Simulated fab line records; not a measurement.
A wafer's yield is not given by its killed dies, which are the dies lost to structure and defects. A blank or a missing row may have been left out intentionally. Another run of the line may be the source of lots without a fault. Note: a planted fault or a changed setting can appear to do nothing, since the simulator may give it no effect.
The tool behind it: which one? || flow sky130 || 12 lots with 36 wafers sampled at 5 steps, on a route of 708 steps

== WHAT THE GAUGES SHOWED, per wafer ==
Not one reading of a measure or inspect step in the record can be checked against a usual standard deviation.

== EACH LOT AND THE TOOL THAT RAN IT (in order: tool; ch and the chambers of the sampled wafers; start) ==
{"lot": "L612", "SKY_METAL2_SPUTTER_03": "pvd-sputter-03, day 33 23:58", "SKY_VIA2_SPUTTER_20": "pvd-sputter-02, day 36 07:41", "SKY_METAL3_STRIP_19": "plasma-asher-02 ch 0,1, day 38 13:16", "SKY_VIA3_CMP_24": "cmp-01 ch 0,1, day 39 16:32", "SKY_PAD_OPEN_PROBE_99": "-"}
{"lot": "L613", "SKY_METAL2_SPUTTER_03": "pvd-sputter-03, day 34 15:10", "SKY_VIA2_SPUTTER_20": "pvd-sputter-04, day 36 21:58", "SKY_METAL3_STRIP_19": "plasma-asher-04 ch 0,1, day 39 02:48", "SKY_VIA3_CMP_24": "cmp-01 ch 0,2,3, day 40 05:57", "SKY_PAD_OPEN_PROBE_99": "prober-01, day 46 01:54"}
{"lot": "L614", "SKY_METAL2_SPUTTER_03": "pvd-sputter-01, day 34 17:59", "SKY_VIA2_SPUTTER_20": "pvd-sputter-04, day 37 00:23", "SKY_METAL3_STRIP_19": "plasma-asher-04 ch 0,1, day 39 05:06", "SKY_VIA3_CMP_24": "cmp-02 ch 0,1,3, day 40 08:32", "SKY_PAD_OPEN_PROBE_99": "-"}
{"lot": "L615", "SKY_METAL2_SPUTTER_03": "pvd-sputter-01, day 35 02:11", "SKY_VIA2_SPUTTER_20": "pvd-sputter-04, day 37 08:40", "SKY_METAL3_STRIP_19": "plasma-asher-02 ch 0,1, day 39 14:07", "SKY_VIA3_CMP_24": "cmp-01 ch 0,1,2, day 40 17:35", "SKY_PAD_OPEN_PROBE_99": "prober-01, day 46 16:27"}
{"lot": "L616", "SKY_METAL2_SPUTTER_03": "pvd-sputter-01, day 35 04:50", "SKY_VIA2_SPUTTER_20": "pvd-sputter-01, day 37 11:33", "SKY_METAL3_STRIP_19": "plasma-asher-02 ch 0,1, day 39 16:25", "SKY_VIA3_CMP_24": "cmp-01 ch 0,1, day 40 19:46", "SKY_PAD_OPEN_PROBE_99": "-"}
{"lot": "L617", "SKY_METAL2_SPUTTER_03": "pvd-sputter-03, day 36 01:41", "SKY_VIA2_SPUTTER_20": "pvd-sputter-04, day 38 07:01", "SKY_METAL3_STRIP_19": "plasma-asher-03 ch 0,1, day 40 10:57", "SKY_VIA3_CMP_24": "cmp-01 ch 0,2, day 41 13:32", "SKY_PAD_OPEN_PROBE_99": "prober-02, day 47 07:27"}
{"lot": "L621", "SKY_METAL2_SPUTTER_03": "pvd-sputter-02, day 37 03:14", "SKY_VIA2_SPUTTER_20": "pvd-sputter-04, day 39 08:53", "SKY_METAL3_STRIP_19": "plasma-asher-04 ch 0,1, day 41 12:37", "SKY_VIA3_CMP_24": "cmp-01 ch 0,1,2, day 42 14:51", "SKY_PAD_OPEN_PROBE_99": "prober-01, day 48 04:01"}
{"lot": "L625", "SKY_METAL2_SPUTTER_03": "pvd-sputter-03, day 38 11:13", "SKY_VIA2_SPUTTER_20": "pvd-sputter-01, day 40 15:14", "SKY_METAL3_STRIP_19": "plasma-asher-04 ch 0,1, day 42 17:10", "SKY_VIA3_CMP_24": "cmp-02 ch 0,1,3, day 43 19:31", "SKY_PAD_OPEN_PROBE_99": "prober-01, day 49 05:11"}
{"lot": "L628", "SKY_METAL2_SPUTTER_03": "pvd-sputter-02, day 39 08:17", "SKY_VIA2_SPUTTER_20": "pvd-sputter-04, day 41 12:00", "SKY_METAL3_STRIP_19": "plasma-asher-03 ch 0,1, day 43 11:58", "SKY_VIA3_CMP_24": "cmp-01 ch 2,3, day 44 12:02", "SKY_PAD_OPEN_PROBE_99": "prober-02, day 49 16:52"}
{"lot": "L626", "SKY_METAL2_SPUTTER_03": "pvd-sputter-02, day 39 11:40", "SKY_VIA2_SPUTTER_20": "pvd-sputter-01, day 41 14:54", "SKY_METAL3_STRIP_19": "plasma-asher-03 ch 0,1, day 43 15:22", "SKY_VIA3_CMP_24": "cmp-01 ch 1,2,3, day 44 16:29", "SKY_PAD_OPEN_PROBE_99": "prober-01, day 49 19:46"}
{"lot": "L633", "SKY_METAL2_SPUTTER_03": "pvd-sputter-01, day 40 17:20", "SKY_VIA2_SPUTTER_20": "pvd-sputter-01, day 42 20:06", "SKY_METAL3_STRIP_19": "plasma-asher-02 ch 0,1, day 44 19:46", "SKY_VIA3_CMP_24": "cmp-01 ch 2,3, day 45 20:38", "SKY_PAD_OPEN_PROBE_99": "-"}
{"lot": "L634", "SKY_METAL2_SPUTTER_03": "pvd-sputter-02, day 41 14:10", "SKY_VIA2_SPUTTER_20": "pvd-sputter-04, day 43 15:05", "SKY_METAL3_STRIP_19": "plasma-asher-04 ch 0,1, day 45 14:04", "SKY_VIA3_CMP_24": "cmp-01 ch 1,2,3, day 46 13:29", "SKY_PAD_OPEN_PROBE_99": "-"}
- SKY_METAL2_SPUTTER_03: material Ti, target thk 5 nm, time 3.3 s.
- SKY_VIA2_SPUTTER_20: material TiN, target thk 20 nm, time 80 s.
- SKY_METAL3_STRIP_19: strips in O2/N2.
- SKY_VIA3_CMP_24: polishes, stops on SiO2, t overpolish 20 s, target thk 0 nm.
- SKY_PAD_OPEN_PROBE_99

== AS READ BY THE TOOLS THEMSELVES (means over the sampled wafers that have a number; for cases with no such wafer, the mark the record gives instead) ==
SKY_METAL2_SPUTTER_03. Usual: throttle-valve-pct 29.6 %, standard deviation 0.99.
{"lot": "L612", "tool": "pvd-sputter-03", "throttle-valve-pct (%)": 30.8, "flag": ""}
{"lot": "L613", "tool": "pvd-sputter-03", "throttle-valve-pct (%)": 30.4, "flag": ""}
{"lot": "L614", "tool": "pvd-sputter-01", "throttle-valve-pct (%)": 29.4, "flag": ""}
{"lot": "L615", "tool": "pvd-sputter-01", "throttle-valve-pct (%)": 28.6, "flag": ""}
{"lot": "L616", "tool": "pvd-sputter-01", "throttle-valve-pct (%)": 28.5, "flag": ""}
{"lot": "L617", "tool": "pvd-sputter-03", "throttle-valve-pct (%)": 30.0, "flag": ""}
{"lot": "L621", "tool": "pvd-sputter-02", "throttle-valve-pct (%)": 28.9, "flag": ""}
{"lot": "L625", "tool": "pvd-sputter-03", "throttle-valve-pct (%)": 30.5, "flag": ""}
{"lot": "L628", "tool": "pvd-sputter-02", "throttle-valve-pct (%)": 28.3, "flag": ""}
{"lot": "L626", "tool": "pvd-sputter-02", "throttle-valve-pct (%)": 29.0, "flag": ""}
{"lot": "L633", "tool": "pvd-sputter-01", "throttle-valve-pct (%)": 29.4, "flag": ""}
{"lot": "L634", "tool": "pvd-sputter-02", "throttle-valve-pct (%)": 30.0, "flag": ""}

SKY_VIA2_SPUTTER_20. Usual: throttle-valve-pct 29.7 %, standard deviation 1.1.
{"lot": "L612", "tool": "pvd-sputter-02", "throttle-valve-pct (%)": 29.8, "flag": ""}
{"lot": "L613", "tool": "pvd-sputter-04", "throttle-valve-pct (%)": 30.7, "flag": ""}
{"lot": "L614", "tool": "pvd-sputter-04", "throttle-valve-pct (%)": 30.4, "flag": ""}
{"lot": "L615", "tool": "pvd-sputter-04", "throttle-valve-pct (%)": 29.9, "flag": ""}
{"lot": "L616", "tool": "pvd-sputter-01", "throttle-valve-pct (%)": 30.2, "flag": ""}
{"lot": "L617", "tool": "pvd-sputter-04", "throttle-valve-pct (%)": 30.0, "flag": ""}
{"lot": "L621", "tool": "pvd-sputter-04", "throttle-valve-pct (%)": 29.9, "flag": ""}
{"lot": "L625", "tool": "pvd-sputter-01", "throttle-valve-pct (%)": 29.2, "flag": ""}
{"lot": "L628", "tool": "pvd-sputter-04", "throttle-valve-pct (%)": 30.5, "flag": ""}
{"lot": "L626", "tool": "pvd-sputter-01", "throttle-valve-pct (%)": 30.2, "flag": ""}
{"lot": "L633", "tool": "pvd-sputter-01", "throttle-valve-pct (%)": 28.6, "flag": ""}
{"lot": "L634", "tool": "pvd-sputter-04", "throttle-valve-pct (%)": 30.0, "flag": ""}

SKY_METAL3_STRIP_19. Usual: drypump-motor-current-A 5.58 A, standard deviation 0.27; oes-product-au 0.504 a.u., standard deviation 0.0049; strip-time-to-endpoint-s 6.57 s, standard deviation 0.061.
{"lot": "L612", "tool": "plasma-asher-02", "drypump-motor-current-A (A)": 5.48, "oes-product-au (a.u.)": 0.506, "strip-time-to-endpoint-s (s)": 6.59, "flag": ""}
{"lot": "L613", "tool": "plasma-asher-04", "drypump-motor-current-A (A)": 5.98, "oes-product-au (a.u.)": 0.500, "strip-time-to-endpoint-s (s)": 6.48, "flag": ""}
{"lot": "L614", "tool": "plasma-asher-04", "drypump-motor-current-A (A)": 5.96, "oes-product-au (a.u.)": 0.509, "strip-time-to-endpoint-s (s)": 6.59, "flag": ""}
{"lot": "L615", "tool": "plasma-asher-02", "drypump-motor-current-A (A)": 5.41, "oes-product-au (a.u.)": 0.509, "strip-time-to-endpoint-s (s)": 6.64, "flag": ""}
{"lot": "L616", "tool": "plasma-asher-02", "drypump-motor-current-A (A)": 5.48, "oes-product-au (a.u.)": 0.504, "strip-time-to-endpoint-s (s)": 6.59, "flag": ""}
{"lot": "L617", "tool": "plasma-asher-03", "drypump-motor-current-A (A)": 5.58, "oes-product-au (a.u.)": 0.508, "strip-time-to-endpoint-s (s)": 6.57, "flag": ""}
{"lot": "L621", "tool": "plasma-asher-04", "drypump-motor-current-A (A)": 6.00, "oes-product-au (a.u.)": 0.507, "strip-time-to-endpoint-s (s)": 6.57, "flag": ""}
{"lot": "L625", "tool": "plasma-asher-04", "drypump-motor-current-A (A)": 5.82, "oes-product-au (a.u.)": 0.503, "strip-time-to-endpoint-s (s)": 6.59, "flag": ""}
{"lot": "L628", "tool": "plasma-asher-03", "drypump-motor-current-A (A)": 5.45, "oes-product-au (a.u.)": 0.502, "strip-time-to-endpoint-s (s)": 6.50, "flag": ""}
{"lot": "L626", "tool": "plasma-asher-03", "drypump-motor-current-A (A)": 5.60, "oes-product-au (a.u.)": 0.508, "strip-time-to-endpoint-s (s)": 6.60, "flag": ""}
{"lot": "L633", "tool": "plasma-asher-02", "drypump-motor-current-A (A)": 5.50, "oes-product-au (a.u.)": 0.503, "strip-time-to-endpoint-s (s)": 6.55, "flag": ""}
{"lot": "L634", "tool": "plasma-asher-04", "drypump-motor-current-A (A)": 5.98, "oes-product-au (a.u.)": 0.500, "strip-time-to-endpoint-s (s)": 6.49, "flag": ""}

SKY_VIA3_CMP_24. Usual: motor-current-A 10.6 A, standard deviation 0.82; overpolish-run-s 20.001 s, standard deviation 0.0096; time-to-endpoint-s 93 s, standard deviation 3.7.
{"lot": "L612", "tool": "cmp-01", "motor-current-A (A)": 10.7, "overpolish-run-s (s)": 20.002, "time-to-endpoint-s (s)": 94, "flag": ""}
{"lot": "L613", "tool": "cmp-01", "motor-current-A (A)": 10.5, "overpolish-run-s (s)": 20.011, "time-to-endpoint-s (s)": 94, "flag": ""}
{"lot": "L614", "tool": "cmp-02", "motor-current-A (A)": 10.1, "overpolish-run-s (s)": 20.007, "time-to-endpoint-s (s)": 91, "flag": ""}
{"lot": "L615", "tool": "cmp-01", "motor-current-A (A)": 10.8, "overpolish-run-s (s)": 20.002, "time-to-endpoint-s (s)": 91, "flag": ""}
{"lot": "L616", "tool": "cmp-01", "motor-current-A (A)": 11.3, "overpolish-run-s (s)": 19.997, "time-to-endpoint-s (s)": 96, "flag": ""}
{"lot": "L617", "tool": "cmp-01", "motor-current-A (A)": 10.1, "overpolish-run-s (s)": 20.013, "time-to-endpoint-s (s)": 96, "flag": ""}
{"lot": "L621", "tool": "cmp-01", "motor-current-A (A)": 10.8, "overpolish-run-s (s)": 19.999, "time-to-endpoint-s (s)": 93, "flag": ""}
{"lot": "L625", "tool": "cmp-02", "motor-current-A (A)": 9.9, "overpolish-run-s (s)": 19.997, "time-to-endpoint-s (s)": 96, "flag": ""}
{"lot": "L628", "tool": "cmp-01", "motor-current-A (A)": 10.2, "overpolish-run-s (s)": 20.008, "time-to-endpoint-s (s)": 89, "flag": ""}
{"lot": "L626", "tool": "cmp-01", "motor-current-A (A)": 10.8, "overpolish-run-s (s)": 19.996, "time-to-endpoint-s (s)": 92, "flag": ""}
{"lot": "L633", "tool": "cmp-01", "motor-current-A (A)": 10.4, "overpolish-run-s (s)": 20.003, "time-to-endpoint-s (s)": 90, "flag": ""}
{"lot": "L634", "tool": "cmp-01", "motor-current-A (A)": 10.7, "overpolish-run-s (s)": 19.999, "time-to-endpoint-s (s)": 93, "flag": ""}

SKY_PAD_OPEN_PROBE_99. Usual: defect-limited-yield 83.0 %, standard deviation 1.9; killed_at_M0_to_M3 43, standard deviation 6.9; killed_at_M4_up 3.1, standard deviation 1.9; killed-at-contacts 24, standard deviation 5.4; killed-at-front-end 14, standard deviation 4.3; killed-at-other 0.3, standard deviation 0.53; killed-dies 84, standard deviation 9.5; killed-on-rim 16, standard deviation 4.1; killed-open 46, standard deviation 6.8; killed-short 38, standard deviation 6; sort_bin_3_pad_short 0.9 %, standard deviation 0.46; sort_bin_5_function 10.0 %, standard deviation 1.4; sort_bin_6_memory 6.1 %, standard deviation 1.1; sort-n-pass 408, standard deviation 9.5; sort-yield-pct 83.0 %, standard deviation 1.9.
{"lot": "L613", "tool": "prober-01", "defect-limited-yield (%)": 80.4, "killed_at_M0_to_M3": 50, "killed_at_M4_up": 6.3, "killed-at-contacts": 24, "killed-at-front-end": 16, "killed-at-other": 0.0, "killed-dies": 96, "killed-on-rim": 16, "killed-open": 55, "killed-short": 41, "sort_bin_3_pad_short (%)": 0.9, "sort_bin_5_function (%)": 10.6, "sort_bin_6_memory (%)": 8.0, "sort-n-pass": 396, "sort-yield-pct (%)": 80.4, "flag": ""}
{"lot": "L615", "tool": "prober-01", "defect-limited-yield (%)": 84.1, "killed_at_M0_to_M3": 38, "killed_at_M4_up": 2.7, "killed-at-contacts": 22, "killed-at-front-end": 15, "killed-at-other": 0.3, "killed-dies": 78, "killed-on-rim": 18, "killed-open": 37, "killed-short": 41, "sort_bin_3_pad_short (%)": 1.3, "sort_bin_5_function (%)": 9.3, "sort_bin_6_memory (%)": 5.3, "sort-n-pass": 414, "sort-yield-pct (%)": 84.1, "flag": ""}
{"lot": "L617", "tool": "prober-02", "defect-limited-yield (%)": 83.9, "killed_at_M0_to_M3": 47, "killed_at_M4_up": 3.7, "killed-at-contacts": 17, "killed-at-front-end": 11, "killed-at-other": 0.0, "killed-dies": 79, "killed-on-rim": 18, "killed-open": 41, "killed-short": 38, "sort_bin_3_pad_short (%)": 1.2, "sort_bin_5_function (%)": 9.1, "sort_bin_6_memory (%)": 5.8, "sort-n-pass": 413, "sort-yield-pct (%)": 83.9, "flag": ""}
{"lot": "L621", "tool": "prober-01", "defect-limited-yield (%)": 83.7, "killed_at_M0_to_M3": 39, "killed_at_M4_up": 1.7, "killed-at-contacts": 29, "killed-at-front-end": 11, "killed-at-other": 0.0, "killed-dies": 80, "killed-on-rim": 17, "killed-open": 45, "killed-short": 34, "sort_bin_3_pad_short (%)": 0.5, "sort_bin_5_function (%)": 9.6, "sort_bin_6_memory (%)": 6.2, "sort-n-pass": 412, "sort-yield-pct (%)": 83.7, "flag": ""}
{"lot": "L625", "tool": "prober-01", "defect-limited-yield (%)": 65.0, "killed_at_M0_to_M3": 135, "killed_at_M4_up": 2.3, "killed-at-contacts": 21, "killed-at-front-end": 15, "killed-at-other": 0.0, "killed-dies": 172, "killed-on-rim": 35, "killed-open": 44, "killed-short": 30, "sort_bin_3_pad_short (%)": 2.3, "sort_bin_5_function (%)": 22.6, "sort_bin_6_memory (%)": 10.1, "sort-n-pass": 320, "sort-yield-pct (%)": 65.0, "flag": "OFF"}
{"lot": "L628", "tool": "prober-02", "defect-limited-yield (%)": 82.7, "killed_at_M0_to_M3": 41, "killed_at_M4_up": 3.7, "killed-at-contacts": 20, "killed-at-front-end": 20, "killed-at-other": 0.7, "killed-dies": 85, "killed-on-rim": 19, "killed-open": 43, "killed-short": 42, "sort_bin_3_pad_short (%)": 0.6, "sort_bin_5_function (%)": 10.2, "sort_bin_6_memory (%)": 6.5, "sort-n-pass": 407, "sort-yield-pct (%)": 82.7, "flag": ""}
{"lot": "L626", "tool": "prober-01", "defect-limited-yield (%)": 83.2, "killed_at_M0_to_M3": 45, "killed_at_M4_up": 3.0, "killed-at-contacts": 24, "killed-at-front-end": 11, "killed-at-other": 0.0, "killed-dies": 83, "killed-on-rim": 16, "killed-open": 45, "killed-short": 37, "sort_bin_3_pad_short (%)": 0.7, "sort_bin_5_function (%)": 9.6, "sort_bin_6_memory (%)": 6.6, "sort-n-pass": 409, "sort-yield-pct (%)": 83.2, "flag": ""}

== THE ANSWER, worked out from the rows above alone ==
Rule: take the mean of a lot's wafers that have a number; if it is more than 3 standard deviations from the usual mean, the lot is off. A lot without any number at a reading at which 4 lots or more have one is off too. The other lots that the step has rows for count as sound. The gauges are gone through in route order, then the tools' own readings, and for those a lot's mean is taken as printed above. At the first step where some lot is off, the reading lying furthest off is the one used; lots without a number count as furthest.
Off: L625 (SKY_PAD_OPEN_PROBE_99, killed_at_M0_to_M3). Neither off nor sound, because the step has no rows for them: L612, L614, L616, L633, L634.
If a tool, at that step or one of the process steps before it, ran each lot that is off and ran no sound lot following the first of them, it fits. Can't be told from this: 3 tools fit, pvd-sputter-03 at SKY_METAL2_SPUTTER_03, plasma-asher-04 at SKY_METAL3_STRIP_19, cmp-02 at SKY_VIA3_CMP_24.

== WHAT THE SIMULATOR HAD PUT IN ==
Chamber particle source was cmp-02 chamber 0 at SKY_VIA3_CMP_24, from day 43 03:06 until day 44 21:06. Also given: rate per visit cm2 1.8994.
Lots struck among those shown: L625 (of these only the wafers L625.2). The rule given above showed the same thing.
